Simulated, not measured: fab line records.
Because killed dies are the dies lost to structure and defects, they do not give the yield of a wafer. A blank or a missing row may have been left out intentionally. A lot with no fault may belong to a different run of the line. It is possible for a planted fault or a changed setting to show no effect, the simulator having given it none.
One fault through the eyes of 2 desks || flow gf180mcu || numbers are kept per desk, each desk with only its own; the story behind them comes last

## THE METROLOGY DESK
What the gauges read for every lot (on any tool): the sampled wafers with a number, averaged. If a lot's mean is further than 4 standard deviations from the usual mean, the lot is out of limits and carries the mark OUT (the distance appears in the brackets).
Columns: A = cdNm at GF_V5_CD_MEAS_14, usual 259.7 nm
{"lot": "L947", "first seen here": "day 27 06:19", "A": 260.0}
{"lot": "L949", "first seen here": "day 27 18:20", "A": 258.6}
{"lot": "L950", "first seen here": "day 28 02:52", "A": 260.4}
{"lot": "L951", "first seen here": "day 28 11:48", "A": 261.9}
{"lot": "L955", "first seen here": "day 29 17:28", "A": 260.3}
{"lot": "L956", "first seen here": "day 30 05:17", "A": 259.8}
{"lot": "L957", "first seen here": "day 30 09:02", "A": 259.2}
{"lot": "L958", "first seen here": "day 30 13:37", "A": 260.2}
{"lot": "L959", "first seen here": "day 30 22:47", "A": 261.6}
{"lot": "L960", "first seen here": "day 31 01:04", "A": 261.4}
{"lot": "L966", "first seen here": "day 32 19:51", "A": 262.0}
{"lot": "L968", "first seen here": "day 33 04:12", "A": 263.9}
This desk's verdict: no lot among the 12 shows anything out of limits.

## AT THE TOOL OWNER'S DESK: lithoTrack-01
The tool's own readings at GF_V5_PEB_12 (peb time 90 s): means of the sampled wafers that have a number, for each lot that ran on this tool. If a lot's mean is further than 4 standard deviations from the usual mean, the lot is out of limits and carries the mark OUT (the distance appears in the brackets).
Columns: A = exhaustPa at GF_V5_PEB_12, usual 45.0 Pa; B = heaterPowerTotalW at GF_V5_PEB_12, usual 85.70 W; C = plateTempC at GF_V5_PEB_12, usual 135.03 C
{"lot": "L947", "first seen here": "day 27 05:58", "A": 45.6, "B": 85.69, "C": 134.84}
{"lot": "L950", "first seen here": "day 28 02:31", "A": 45.5, "B": 85.64, "C": 135.08}
{"lot": "L955", "first seen here": "day 29 17:07", "A": 45.0, "B": 85.73, "C": 135.06}
{"lot": "L957", "first seen here": "day 30 08:41", "A": 45.3, "B": 85.63, "C": 135.03}
{"lot": "L958", "first seen here": "day 30 13:19", "A": 44.8, "B": 85.80, "C": 135.14}
{"lot": "L959", "first seen here": "day 30 22:26", "A": 44.8, "B": 85.66, "C": 135.02}
{"lot": "L960", "first seen here": "day 31 00:43", "A": 44.8, "B": 85.65, "C": 135.15}
{"lot": "L966", "first seen here": "day 32 19:32", "A": 45.3, "B": "86.79 (+12) OUT", "C": "136.19 (+8.9) OUT"}
{"lot": "L968", "first seen here": "day 33 03:46", "A": 44.7, "B": "86.74 (+12) OUT", "C": "136.34 (+10) OUT"}
This desk's verdict: out of limits on L966, L968, starting with L966 at day 32 19:32 (heaterPowerTotalW at GF_V5_PEB_12). In limits: L947, L950, L955, L957, L958, L959, L960.

## BROUGHT TOGETHER
At day 32 19:32, on L966, L968, the tool owner's desk was in a position to raise an alarm.
The metrology desk saw nothing out of limits.
The metrology desk holds a record of L966, L968, inside its limits.
GF_V5_PEB_12 was run on lithoTrack-01 by each of the lots named.

## WHAT HAD BEEN PUT IN BY THE SIMULATOR
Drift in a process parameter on lithoTrack-01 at GF_V5_PEB_12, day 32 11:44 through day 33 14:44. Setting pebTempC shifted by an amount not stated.
Shown lots that were struck: L966, L968.
Hours from the fault's start to each desk's first reading out of limits: the tool owner's desk, 8.
